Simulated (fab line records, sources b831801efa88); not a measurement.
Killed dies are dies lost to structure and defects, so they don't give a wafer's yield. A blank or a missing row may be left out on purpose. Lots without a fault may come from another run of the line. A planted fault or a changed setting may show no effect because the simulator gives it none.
Problem report in the 8D (eight disciplines) form, filled by code | flow gf180mcu | the parts of the form that need people (team, actions taken, sign-off) are left out

1. THE PROBLEM
overpolish_run_s at GF_CONTACT_CMP_27 reads a mean of 0.042 s on 2 wafers of 2 lots; wafers without a fault read 14.999 s with a standard deviation of 0.0088. That is -99 or more standard deviations from the usual mean.
The step: polishes, stops on SiO2, t overpolish 15 s, target thk 0 nm.
First seen on wafer L614.2, day 18 15:24, on cmp-01. The record holds 39 wafers of 13 lots with a number at this step. Rule for "out", or "out of limits": more than 4 standard deviations from the usual mean. The other wafers with a number count as sound.

2. WHAT IT IS AND WHAT IT IS NOT
question                    | is                                   | is not
which readings at this step | overpolish_run_s, time_to_endpoint_s | motor_current_A, platen_rpm
which lots                  | L614, L615                           | L607, L608, L609, L611, L618, L623, L626, L627, L628, L629, L630
which wafers of those lots  | L614.2, L615.1                       | L614.3, L614.4, L615.4, L615.6
read on which tools         | cmp-01                               | cmp-02
when                        | from day 18 15:24                    | up to then (14 sound wafers); but 23 sound wafers of L615, L618, L623, L626, L627, L628, L629, L630 came after

3. SUSPECTS, AND WHAT RULES EACH OUT
Counting: a tool at a process step up to the reading stays a suspect if it ran every lot that is out. Sound lots after the first of them don't rule it out here, since some wafers of a struck lot are sound.
- pvd_sputter-04 at GF_SALICIDE_SPUTTER_02 (material Co, target thk 10 nm, time 20 s): kept. It ran every lot that is out, first L614 (day 17 13:58).
- plasma_asher-01 at GF_CONTACT_STRIP_18 (strips in O2/N2): kept. It ran every lot that is out, first L614 (day 18 14:43); its last sound lot up to then is L611 (day 17 11:34).
- cmp-01 at GF_CONTACT_CMP_27 (polishes, stops on SiO2, t overpolish 15 s, target thk 0 nm): kept. It ran every lot that is out, first L614 (day 18 15:24); its last sound lot up to then is L611 (day 17 12:19). Its own readings are out on those wafers: overpolish_run_s, time_to_endpoint_s.
- Within cmp-01 at GF_CONTACT_CMP_27: the wafers that are out ran in chamber 1; their sound lot-mates ran in chambers 0, 2, 3.
Left after counting: pvd_sputter-04 at GF_SALICIDE_SPUTTER_02, plasma_asher-01 at GF_CONTACT_STRIP_18, cmp-01 at GF_CONTACT_CMP_27.

4. THE CAUSE (what the simulator had put in)
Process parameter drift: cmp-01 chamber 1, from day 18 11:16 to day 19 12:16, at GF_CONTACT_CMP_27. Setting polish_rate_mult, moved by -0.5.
Counting left 3 suspects, and this tool is among them.

5. THE CHAIN OF EFFECTS, in route order
Each row: a reading whose mean over the struck wafers that have a number lies more than 3 standard deviations from the usual. Only readings for which the record gives a usual standard deviation are gone through. hours: the time from each lot's start at the first step in this table that gives one to its start at this step, as a median over the lots. sigmas: the change in usual standard deviations.
hours | step                    | reading            | usual    | on struck wafers | change  | sigmas
0     | GF_CONTACT_CMP_27       | overpolish_run_s   | 14.999 s | 0.042            | -14.957 | -99 or more
0     | GF_CONTACT_CMP_27       | time_to_endpoint_s | 72.7 s   | 113.0            | +40.3   | +16
302   | GF_PASSIVATION_PROBE_99 | killed_at_contacts | 5.8      | 448.5            | +442.7  | +99 or more
302   | GF_PASSIVATION_PROBE_99 | killed_dies        | 46       | 492              | +446    | +69
302   | GF_PASSIVATION_PROBE_99 | killed_on_rim      | 9.2      | 96.0             | +86.8   | +31
The process steps in it:
- GF_CONTACT_CMP_27: polishes, stops on SiO2, t overpolish 15 s, target thk 0 nm.
- GF_PASSIVATION_PROBE_99

6. WHAT WOULD HAVE CAUGHT IT SOONER
In this record the first reading out of limits was taken at day 18 15:24, 4 hours after the fault began at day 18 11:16.
